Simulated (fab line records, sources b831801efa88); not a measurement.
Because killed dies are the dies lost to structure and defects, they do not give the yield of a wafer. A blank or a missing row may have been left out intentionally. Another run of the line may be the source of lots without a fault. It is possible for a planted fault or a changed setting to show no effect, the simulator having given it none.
Matching of chambers / flow sky130 / cmp-02 running SKY_VIA2_CMP_24: 4 sister chambers
The step polishes, stops on SiO2, t overpolish 20 s, target thk 0 nm. 4 wafers are shown with their chamber, then 7 later ones without.

WAFERS PAIRED WITH THEIR CHAMBERS
wafer=L682.1; chamber=3; motorCurrentA (A)=13.6
wafer=L682.5; chamber=1; motorCurrentA (A)=12.2
wafer=L688.1; chamber=2; motorCurrentA (A)=11.2
wafer=L688.3; chamber=0; motorCurrentA (A)=8.2

WAFERS WITHOUT THEIR CHAMBER
wafer=L688.6; motorCurrentA (A)=12.0
wafer=L691.3; motorCurrentA (A)=8.6
wafer=L691.5; motorCurrentA (A)=10.9
wafer=L691.6; motorCurrentA (A)=12.1
wafer=L692.2; motorCurrentA (A)=11.9
wafer=L692.3; motorCurrentA (A)=10.8
wafer=L692.6; motorCurrentA (A)=13.6

WHICH CHAMBER EACH WENT THROUGH
wafer=L688.6; from the rows above=1; in truth=1
wafer=L691.3; from the rows above=0; in truth=0
wafer=L691.5; from the rows above=2; in truth=2
wafer=L691.6; from the rows above=1; in truth=1
wafer=L692.2; from the rows above=can't be placed: 1 or 2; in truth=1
wafer=L692.3; from the rows above=2; in truth=2
wafer=L692.6; from the rows above=3; in truth=3
6 of 7 placed correctly. Cannot be placed on the basis of these rows: 1; the candidates contain the true chamber in 1. 0 placed wrongly.
How it was worked out, from the rows above alone: a wafer's distance from a chamber is the root of the sum, over the readings, of the square of ((its reading less the chamber's mean) divided by the reading's scatter). The wafer belongs to the nearest chamber; if the next one is less than 2 further off, it can't be placed. Each chamber's mean is taken over the wafers shown for it. The scatter (one wafer shown for each chamber): square how far every hidden wafer sits from the nearest shown wafer, average those squares and take the square root.
